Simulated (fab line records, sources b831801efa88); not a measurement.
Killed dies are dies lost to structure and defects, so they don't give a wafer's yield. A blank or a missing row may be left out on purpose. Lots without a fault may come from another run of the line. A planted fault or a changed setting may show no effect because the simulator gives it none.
Which tool did it? | flow gf180mcu | 13 lots, 39 wafers sampled, at 5 steps of a route of 602

WHAT THE GAUGES READ, wafer by wafer
GF_STI_THK_MEAS_30.
lot  | measured    | on            | STI_OXIDATION_02_THK (nm)
L818 | day 2 11:46 | film_metro-01 | 9.99 10.08 9.88
L819 | day 2 16:38 | film_metro-04 | 9.94 9.93 9.92
L821 | day 3 05:22 | film_metro-02 | 10.48 10.43 10.35
L822 | day 3 11:10 | film_metro-04 | 10.18 10.35 10.05
L824 | day 4 00:47 | film_metro-02 | 10.15 10.20 10.44
L827 | day 4 18:28 | film_metro-04 | 10.07 9.84 10.03
L828 | day 5 01:22 | film_metro-02 | 10.19 10.06 10.09
L831 | day 5 10:44 | film_metro-02 | 9.80 9.66 9.83
L832 | day 5 18:10 | film_metro-02 | 9.76 9.74 9.95
L833 | day 5 18:10 | film_metro-04 | 9.88 9.90 9.60
L834 | day 5 23:52 | film_metro-02 | 10.00 10.03 10.03
L838 | day 6 21:11 | film_metro-04 | 9.91 10.00 10.04
L840 | day 7 06:49 | film_metro-04 | 9.86 10.07 9.84

GF_LVPWELL_OVL_MEAS_07.
lot  | measured    | on         | LVPWELL_OVL (nm)
L818 | day 4 01:54 | overlay-02 | -0.1 0.9 1.7
L819 | day 4 07:23 | overlay-02 | -2.9 -2.7 -2.5
L821 | day 4 20:19 | overlay-01 | 1.5 -0.7 0.7
L822 | day 5 02:08 | overlay-02 | - - -
L824 | day 5 16:53 | overlay-02 | 1.4 1.3 1.9
L827 | day 6 13:17 | overlay-02 | 0.3 -0.2 0.4
L828 | day 6 20:35 | overlay-01 | -2.8 -0.5 -1.5
L831 | day 7 08:13 | overlay-02 | -1.4 0.5 1.0
L832 | day 7 15:56 | overlay-02 | 3.5 2.0 1.8
L833 | day 7 16:13 | overlay-01 | -1.5 -1.6 -2.1
L834 | day 7 22:02 | overlay-02 | 0.5 0.3 -0.5
L838 | day 8 20:02 | overlay-01 | 1.4 0.7 1.0
L840 | day 9 08:02 | overlay-02 | 1.9 1.3 2.6

GF_LVPWELL_TW_MEAS_11.
lot  | measured    | on            | LVPWELL_TW
L818 | day 4 02:20 | film_metro-04 | 551 550 554
L819 | day 4 07:50 | film_metro-04 | 553 553 551
L821 | day 4 20:46 | film_metro-03 | 569 569 565
L822 | day 5 02:36 | film_metro-03 | 30 31 30
L824 | day 5 17:19 | film_metro-04 | 552 550 550
L827 | day 6 13:43 | film_metro-03 | 571 571 571
L828 | day 6 21:01 | film_metro-03 | 572 573 573
L831 | day 7 08:39 | film_metro-04 | 549 552 551
L832 | day 7 16:23 | film_metro-01 | 557 555 556
L833 | day 7 16:40 | film_metro-04 | 554 550 550
L834 | day 7 22:29 | film_metro-03 | 566 567 565
L838 | day 8 20:28 | film_metro-03 | 566 568 566
L840 | day 9 08:29 | film_metro-04 | 554 555 557

GF_MVPSD_TW_MEAS_11.
lot  | measured     | on            | MVPSD_TW
L818 | day 5 04:26  | film_metro-04 | 546 543 548
L819 | day 5 11:29  | film_metro-03 | 558 558 560
L821 | day 6 00:40  | film_metro-01 | 550 547 547
L822 | day 6 07:34  | film_metro-01 | 547 547 549
L824 | day 6 23:01  | film_metro-01 | 546 546 547
L827 | day 7 20:43  | film_metro-04 | 546 546 543
L828 | day 8 03:30  | film_metro-03 | 564 562 563
L831 | day 8 17:28  | film_metro-04 | 552 553 550
L832 | day 9 01:05  | film_metro-04 | 550 549 543
L833 | day 9 02:13  | film_metro-04 | 549 550 550
L834 | day 9 06:56  | film_metro-01 | 549 549 549
L838 | day 10 08:04 | film_metro-03 | 558 559 557
L840 | day 10 19:58 | film_metro-01 | 545 543 546

WHICH TOOL RAN EACH LOT (tool, then ch and the chambers of the sampled wafers, then the start)
lot  | GF_LVPWELL_EXPOSE_04
L818 | iline_stepper-02 ch 0, day 3 19:23
L819 | iline_stepper-01 ch 0, day 4 00:49
L821 | iline_stepper-02 ch 0, day 4 13:53
L822 | iline_stepper-01 ch 0, day 4 20:05
L824 | iline_stepper-01 ch 0, day 5 09:52
L827 | iline_stepper-02 ch 0, day 6 06:01
L828 | iline_stepper-02 ch 0, day 6 13:04
L831 | iline_stepper-01 ch 0, day 7 00:34
L832 | iline_stepper-02 ch 0, day 7 08:01
L833 | iline_stepper-01 ch 0, day 7 08:15
L834 | iline_stepper-01 ch 0, day 7 14:17
L838 | iline_stepper-02 ch 0, day 8 11:56
L840 | iline_stepper-02 ch 0, day 8 23:55
- GF_LVPWELL_EXPOSE_04: exposes mask LVPWELL, target cd 600 nm.

WHAT THE TOOLS THEMSELVES READ (means of the sampled wafers that have a number; where no wafer has one, the mark that the record gives instead)
The record holds no such reading with a usual standard deviation.

THE ANSWER, worked out from the rows above alone
Rule: what is usual is taken from the lots themselves. Put in order of their means at a reading, lots are off if they are a third of the lots or fewer, leave a main group of 4 or more, and stand apart from it by a gap of 3 or more times the standard deviation of the main group's means; of several such gaps the widest counts. A main group whose means are all the same, to the digits that the tables above print for the reading, isn't used. A lot without any number at a reading at which 4 lots or more have one is off too. The other lots that the step has rows for count as sound. The gauges are gone through in route order, then the tools' own readings, and for those a lot's mean is taken as printed above. The first step at which some lot is off is used, and at that step the reading that is off furthest; a lot without a number counts as furthest.
Off: L822, at GF_LVPWELL_OVL_MEAS_07 (LVPWELL_OVL). Without a number there: L822. The main group: mean 0.2 nm, standard deviation 1.5.
A tool fits if, at a process step before that reading, it ran every lot that is off, and no sound lot after the first of them. The gauges at GF_LVPWELL_OVL_MEAS_07 aren't tried: what is off there is off at GF_LVPWELL_TW_MEAS_11 too, on other tools, and a gauge's error can't cause that. None of those tried fits.

WHAT THE SIMULATOR HAD PUT IN
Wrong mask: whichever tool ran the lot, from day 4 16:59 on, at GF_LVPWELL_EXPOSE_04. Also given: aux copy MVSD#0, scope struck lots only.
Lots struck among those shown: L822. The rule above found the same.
